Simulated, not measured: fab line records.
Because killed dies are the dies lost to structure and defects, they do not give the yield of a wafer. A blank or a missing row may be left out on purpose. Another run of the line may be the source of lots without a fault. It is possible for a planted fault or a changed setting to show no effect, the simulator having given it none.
Which of the tools did it? / flow gf180mcu / Sampling: 6 lots, 18 wafers, 2 of 602 route steps

## WHAT THE GAUGES READ, wafer by wafer
GF_M2_CD_MEAS_14 targets a cd of 280 nm.
lot=L858; measured=day 19 15:52; on=cdSem-01; cdNm (nm)=281.5 281.7 281.0
lot=L860; measured=day 20 09:54; on=cdSem-01; cdNm (nm)=279.7 278.6 279.3
lot=L870; measured=day 24 00:32; on=cdSem-01; cdNm (nm)=281.7 280.3 281.9
lot=L872; measured=day 24 14:47; on=cdSem-01; cdNm (nm)=279.5 279.5 280.4
lot=L875; measured=day 25 13:55; on=cdSem-01; cdNm (nm)=279.4 278.3 280.4
lot=L878; measured=day 26 13:51; on=cdSem-02; cdNm (nm)=282.6 281.0 280.7

## WHAT TOOL EACH LOT RAN ON (gives the tool, then ch and the chambers of the sampled wafers, and finally the start)
lot=L858; GF_M2_SPUTTER_03=pvdSputter-04, day 18 14:56
lot=L860; GF_M2_SPUTTER_03=pvdSputter-03, day 19 09:59
lot=L870; GF_M2_SPUTTER_03=pvdSputter-03, day 23 01:49
lot=L872; GF_M2_SPUTTER_03=pvdSputter-02, day 23 16:16
lot=L875; GF_M2_SPUTTER_03=pvdSputter-02, day 24 16:55
lot=L878; GF_M2_SPUTTER_03=pvdSputter-02, day 25 16:39
- GF_M2_SPUTTER_03: material Ti, target thk 10 nm, time 6.7 s.

## THE ANSWER, worked out from the rows above alone
Rule: the usual values come from the lots themselves. Put in order of their means at a reading, lots are off if they are a third of the lots or fewer, leave a main group of 4 or more, and stand apart from it by a gap of 3 or more times the standard deviation of the main group's means; of several such gaps the widest counts. Not used: any main group whose means are identical at the precision the tables above print for the reading. A lot without any number at a reading at which 4 lots or more have one is off too. The other lots that the step has rows for count as sound.
None of the lots is off at any reading shown; this tells nothing.

## WHAT WAS PUT IN BY THE SIMULATOR
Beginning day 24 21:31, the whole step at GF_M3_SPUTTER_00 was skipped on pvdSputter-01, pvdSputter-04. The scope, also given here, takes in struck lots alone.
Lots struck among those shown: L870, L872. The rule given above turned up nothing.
